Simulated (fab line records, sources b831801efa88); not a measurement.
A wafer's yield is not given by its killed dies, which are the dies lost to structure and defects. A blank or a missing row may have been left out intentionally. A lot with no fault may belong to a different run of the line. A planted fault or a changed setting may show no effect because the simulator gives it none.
A struck lot beside a sound one -- flow sky130 -- 30 out of 708 route steps
Sound: these wafers, L820.3, L820.4, L820.5. Wafers L828.2, L828.3, L828.5 were the ones struck. The cause is given at the end.
Per side, at each step with rows, come the tool, then ch with its chambers, and then its first start. Under that, the readings that differ: sound wafers -- struck wafers -- difference of the means -- sigmas: that difference in standard deviations of wafers without a fault.
alike: words and numbers the same on both sides, and readings whose means are apart by under 2 such deviations; not compared: readings that were withheld, readings missing a value for some wafer, numbers with overlapping values and no deviation given by the record, and bounds like >300 which may hide the same value.
Wherever a step has rows on one side only, a row that says differs or no value, or a row with sigmas, the two part there. Non-overlapping numbers with no deviation appear without sigmas and do not part them. A reading missing from all wafers of one side parts the sides only when that side holds two or more wafers.

first, 1 step without rows for these wafers: SKY_FIELD_ISO_ANNEAL_26 (time 1800 s).
SKY_FIELD_ISO_CMP_27: polishes, stops on Si3N4, t overpolish 16 s, target thk 457.8 nm.
  sound on cmp-01 ch 0,2, day 2 21:05; struck on cmp-02 ch 1,2,3, day 4 14:23
reading,sound,struck,difference,sigmas
time-to-endpoint-s (s),102 105 107,110 115 119,+10,+2
  alike: edge-zone-pressure-frac, motor-current-A, overpolish-run-s, slurry-flow-ml-min
then, 5 steps without rows for these wafers: SKY_FIELD_ISO_WET_ETCH_28 (etches SiO2 in dHF, target depth 23.7 nm, time 48.49 s); SKY_FIELD_ISO_WET_ETCH_29 (etches Si3N4 in H3PO4, target depth 160 nm, time 1825 s); SKY_FIELD_ISO_WET_ETCH_30 (etches SiO2 in dHF, target depth 25 nm, time 50 s); SKY_NWELL_CLEAN_00 (cleans in SC1/SC2, time 150 s); SKY_NWELL_OXIDATION_01 (stabilise 600 s, purge 300 s, target thk 10 nm).
SKY_NWELL_THK_MEAS_02:
  struck on film-metro-01, day 4 16:37; sound on film-metro-03, day 3 00:03
  alike: NWELL_OXIDATION_THK
then, 4 steps without rows for these wafers: SKY_DNWELL_DEHYDRATE_00 (time 60 s); SKY_DNWELL_HMDS_01 (prime time 60 s); SKY_DNWELL_COAT_02 (resist thk 3000 nm); SKY_DNWELL_SOFTBAKE_03.
SKY_DNWELL_EXPOSE_04: exposes mask DNM, target cd 3000 nm.
  sound on iline-stepper-02 ch 0, day 3 08:33; struck on iline-stepper-01 ch 0, day 5 01:29
reading,sound,struck,difference,sigmas
mask,DNM#0 DNM#0 DNM#0,PWDEM#0 PWDEM#0 PWDEM#0,differs,
then, 3 steps without rows for these wafers: SKY_DNWELL_PEB_05; SKY_DNWELL_DEVELOP_06 (develop time 60 s); SKY_DNWELL_IMPLANT_07.
SKY_DNWELL_STRIP_08: strips in O2/N2.
  sound on plasma-asher-03 ch 0,1, day 3 15:42; struck on plasma-asher-02 ch 0,1, day 5 10:19
  alike: drypump-motor-current-A, oes-product-au, strip-time-to-endpoint-s
  not compared: rf-hours-counter-h
SKY_DNWELL_TW_MEAS_09:
  struck on film-metro-01, day 5 10:25; sound on film-metro-02, day 3 15:47
reading,sound,struck,difference,sigmas
DNWELL_TW,1121 1113 1114,31 31 31,-1085,-90
then, 7 steps without rows for these wafers: SKY_PWDE_DEHYDRATE_00 (time 60 s); SKY_PWDE_HMDS_01 (prime time 60 s); SKY_PWDE_COAT_02 (resist thk 3000 nm); SKY_PWDE_SOFTBAKE_03; SKY_PWDE_EXPOSE_04 (exposes mask PWDEM, target cd 840 nm); SKY_PWDE_PEB_05; SKY_PWDE_DEVELOP_06 (develop time 60 s).
SKY_PWDE_OVL_MEAS_07:
  struck on overlay-02, day 6 04:07; sound on overlay-02, day 4 07:38
  alike: PWDE_OVL
following that, these wafers have no rows for 1 step: SKY_PWDE_IMPLANT_08.
SKY_PWDE_STRIP_09: strips in O2/N2.
  sound on plasma-asher-03 ch 0,1, day 4 08:16; struck on plasma-asher-01 ch 0,1, day 6 04:18
  alike: drypump-motor-current-A, oes-product-au, strip-time-to-endpoint-s
  not compared: rf-hours-counter-h
SKY_PWDE_TW_MEAS_10:
  struck on film-metro-02, day 6 04:25; sound on film-metro-01, day 4 08:20
reading,sound,struck,difference,sigmas
PWDE_TW,382 382 381,1137 1137 1130,+753,+99 or more
then, 1 step without rows for these wafers: SKY_NWELL_DEHYDRATE_03 (time 60 s).

WHERE THEY PART
At SKY_FIELD_ISO_CMP_27 first; at SKY_PWDE_TW_MEAS_10 last (within this record only).

WHY: what the simulator had put in
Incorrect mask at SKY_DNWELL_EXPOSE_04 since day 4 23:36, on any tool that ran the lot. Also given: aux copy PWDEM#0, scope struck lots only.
